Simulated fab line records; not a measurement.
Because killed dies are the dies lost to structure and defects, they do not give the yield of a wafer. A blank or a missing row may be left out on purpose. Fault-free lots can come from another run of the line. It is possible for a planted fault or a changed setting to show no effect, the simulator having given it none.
Comparing a struck lot with a sound one :: flow sky130 :: 14 steps out of a route of 708
Sound: wafers L985.1, L985.3, L985.4. Struck: wafer L993.3 (left out: L993.1, L993.2 of the same lot, which were not struck); the cause appears at the end.
For every step that has rows: the tool of each side, followed by ch and its chambers, followed by its first start. Under that, the readings that differ: sound wafers :: struck wafers :: difference of the means :: sigmas: that difference in standard deviations of wafers without a fault.
alike: words and numbers the same on both sides, and readings whose means are apart by under 2 such deviations; not compared: readings that were withheld, readings missing a value for some wafer, numbers with overlapping values and no deviation given by the record, and bounds like >300 which may hide the same value.
A row with sigmas, a row that says differs or no value, or rows on one side alone: a step with any of these is where the two part. Numbers that have no deviation but don't overlap get no sigmas and don't part them. A reading that every wafer of one side lacks parts them only if that side has two wafers or more.

SKY_VIA1_ETCH_14: etches BARC in N2/H2, stops on SiO2, time 45.9 s, target depth 60 nm.
  sound on rie-diel-01 ch 0,1, day 34 13:20; struck on rie-diel-03 ch 1, day 37 07:01
reading: oes-product-au (a.u.)
sound: 0.856 0.859 0.857
struck: 0.848
difference: -0.009
sigmas: -2
  alike: drypump-motor-current-A, throttle-valve-pct
  not compared: rf-hours-counter-h
then, 5 steps without rows for these wafers: SKY_VIA1_ETCH_15 (etches SiO2 in C4F8/O2/Ar, stops on TiN, target depth 351 nm, time 54 s); SKY_VIA1_STRIP_16 (strips in O2/N2); SKY_VIA1_STRIP_17 (strips in post etch residue remover, time 1200 s); SKY_VIA1_CLEAN_18 (cleans in IPA, time 180 s); SKY_VIA1_CLEAN_19 (cleans in O3/DIW).
SKY_VIA1_SPUTTER_20: material TiN, target thk 20 nm, time 80 s.
  sound on pvd-sputter-02, day 34 14:02; struck on pvd-sputter-02, day 37 07:42
  alike: cathode-dc-power-W, throttle-valve-pct
then, 1 step without rows for these wafers: SKY_VIA1_CVD_21 (deposits W, target thk 270 nm, time 80.902 s).
SKY_VIA1_RS_MEAS_22: measurement is done with a four-point probe.
  sound on film-metro-04, day 34 14:11; struck on film-metro-02, day 37 07:51
  alike: VIA1_W_RS
SKY_VIA1_THK_MEAS_23: measures by xrf.
  sound on film-metro-04, day 34 14:19; struck on film-metro-02, day 37 07:58
  alike: VIA1_W_THK
SKY_VIA1_CMP_24: polishes, stops on SiO2, t overpolish 15 s, target thk 0 nm.
  sound on cmp-02 ch 0,1,3, day 34 14:22; struck on cmp-02 ch 0, day 37 08:02
  alike: motor-current-A, overpolish-run-s, time-to-endpoint-s
SKY_METAL2_SPUTTER_00: material Ti, target thk 15 nm, time 10 s.
  sound on pvd-sputter-01, day 34 14:40; struck on pvd-sputter-03, day 37 08:20
  alike: cathode-dc-power-W, throttle-valve-pct
SKY_METAL2_SPUTTER_01: material TiN, target thk 20 nm, time 16.7 s.
  sound on pvd-sputter-01, day 34 14:41; struck on pvd-sputter-03, day 37 08:22
reading: cathode-dc-power-W (W)
sound: 6499.6 6500.8 6501.3
struck: 6257.8
difference: -242.8
sigmas: -99 or more

reading: model.TiN_of_METAL2_SPUTTER_01.thk-nm (nm)
sound: 19.91 19.79 19.86
struck: 19.02
difference: -0.83
sigmas: 
  alike: throttle-valve-pct
SKY_METAL2_SPUTTER_02: material AlCu, target thk 250 nm, time 13.3 s.
  sound on pvd-sputter-01, day 34 14:43; struck on pvd-sputter-03, day 37 08:23
  alike: cathode-dc-power-W, throttle-valve-pct

WHERE THEY PART
First at SKY_VIA1_ETCH_14; last, within this record, at SKY_METAL2_SPUTTER_01. Later steps at which nothing parts them and some readings are alike: SKY_METAL2_SPUTTER_02.

WHY: the cause the simulator had injected
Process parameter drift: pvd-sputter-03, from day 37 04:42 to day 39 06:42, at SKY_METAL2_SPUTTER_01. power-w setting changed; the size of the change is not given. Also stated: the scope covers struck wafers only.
